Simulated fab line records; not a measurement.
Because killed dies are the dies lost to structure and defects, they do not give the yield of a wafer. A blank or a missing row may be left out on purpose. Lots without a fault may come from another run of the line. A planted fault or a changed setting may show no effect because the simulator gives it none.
2 desks looking at one fault / flow gf180mcu / every desk sees just its own numbers, and what lay behind them comes last

== THE METROLOGY DESK ==
Means of the sampled wafers that have a number, per lot and without regard to the tool the lot ran on: this is what the gauges read. If a lot's mean is further than 4 standard deviations from the usual mean, the lot is out of limits and carries the mark OUT (the distance appears in the brackets).
Columns: A = DNWELL_TW at GF_DNWELL_TW_MEAS_09, usual 1353; B = NWELL_OVL at GF_NWELL_OVL_MEAS_07, usual 0.2 nm; C = NWELL_TW at GF_NWELL_TW_MEAS_11, usual 1577; D = LVPWELL_OVL at GF_LVPWELL_OVL_MEAS_07, usual 0.2 nm; E = LVPWELL_TW at GF_LVPWELL_TW_MEAS_11, usual 559; F = MVSD_OVL at GF_MVSD_OVL_MEAS_07, usual -0.5 nm
lot=L561; first seen here=day 2 19:37; A=1331; B=-0.5; C=1579; D=0.7; E=573; F=1.2
lot=L563; first seen here=day 3 04:10; A=1342; B=0.0; C=1583; D=-0.1; E=558; F=-0.5
lot=L567; first seen here=day 4 03:11; A=1382; B=-0.8; C=1567; D=1.6; E=546; F=0.7
lot=L571; first seen here=day 5 04:56; A=1341; B=-0.5; C=1602; D=-1.4; E=551; F=-0.7
lot=L577; first seen here=day 6 07:20; A=1340; B=-0.6; C=1598; D=0.2; E=549; F=-1.3
lot=L579; first seen here=day 6 18:12; A=1348; B=-0.4; C=1607; D=2.4; E=572; F=-2.8
Result from this desk: across the 6 lots, nothing is out of limits.

== THE TOOL OWNER'S DESK: iline-stepper-01 ==
The tool's own readings at GF_NWELL_EXPOSE_04 (exposes mask Nwell, target cd 860 nm): means of the sampled wafers that have a number, for each lot that ran on this tool. If a lot's mean is further than 4 standard deviations from the usual mean, the lot is out of limits and carries the mark OUT (the distance appears in the brackets).
Columns: A = reticle-temp-C at GF_NWELL_EXPOSE_04, usual 23.01 C
lot=L563; first seen here=day 3 10:41; A=23.02
lot=L567; first seen here=day 4 10:23; A=23.06
lot=L571; first seen here=day 5 12:35; A=22.94
lot=L577; first seen here=day 6 14:22; A=22.99
lot=L579; first seen here=day 7 02:23; A=22.96
Result from this desk: across the 5 lots, nothing is out of limits.

== BROUGHT TOGETHER ==
Metrology desk: nothing out of limits seen.
The tool owner's desk saw nothing out of limits.

== WHAT THE SIMULATOR PUT IN ==
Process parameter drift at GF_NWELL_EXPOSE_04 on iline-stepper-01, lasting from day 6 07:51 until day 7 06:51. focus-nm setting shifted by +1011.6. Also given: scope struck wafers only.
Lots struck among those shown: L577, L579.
